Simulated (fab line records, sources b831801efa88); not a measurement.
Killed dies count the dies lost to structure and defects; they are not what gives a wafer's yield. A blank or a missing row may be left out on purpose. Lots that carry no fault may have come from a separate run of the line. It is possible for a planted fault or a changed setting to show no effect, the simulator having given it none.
Chamber matching    flow sky130    SKY_CAPM_CVD_00 on pecvd-03 has 3 sister chambers
The step deposits SiO2, target thk 15.5 nm. 14 wafers are shown with their chamber, then 7 later ones without.

## WAFERS PAIRED WITH THEIR CHAMBERS
wafer   chamber  heater-power-w (W)  heater-power-outer-w (W)
L130.2  0        714                 446
L130.3  1        734                 436
L130.5  2        680                 406
L140.2  0        607                 374
L140.5  1        722                 425
L140.6  0        621                 365
L142.2  2        604                 343
L142.4  2        610                 339
L142.5  1        785                 460
L146.1  2        711                 424
L146.2  0        636                 389
L146.3  1        710                 424
L149.1  0        664                 401
L149.2  1        811                 521

SIGNATURES, as means of the wafers listed above
reading               chamber 0  chamber 1  chamber 2  scatter within a chamber
heater-power-w        648.40     752.40     651.25     45.8
heater-power-outer-w  395.00     453.20     378.00     38.4
Rule: a wafer's distance from a chamber is the root of the sum, over the readings, of the square of ((its reading less the chamber's mean) divided by the reading's scatter). If the next closest chamber is less than 2 further off than the closest, the wafer can't be placed; otherwise it belongs to the closest. The scatter: the root of (the sum of the squares of (reading less its chamber's mean) over the shown wafers, divided by (wafers less chambers)).

## WAFERS WITHOUT THEIR CHAMBER
wafer   heater-power-w (W)  heater-power-outer-w (W)
L149.4  680                 410
L151.1  671                 409
L151.2  698                 407
L151.6  843                 513
L153.2  844                 530
L153.3  627                 338
L153.5  602                 338

## CHAMBER TAKEN BY EACH
wafer   from the rows above           in truth
L149.4  can't be placed: 0 or 2 or 1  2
L151.1  can't be placed: 0 or 2 or 1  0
L151.2  can't be placed: 0 or 2 or 1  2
L151.6  1                             1
L153.2  1                             1
L153.3  can't be placed: 2 or 0       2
L153.5  can't be placed: 2 or 0       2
Placed correctly: 2 of 7. Not placeable from these rows: 5 (in 5, the candidates include the true chamber). Placed wrongly: 0.
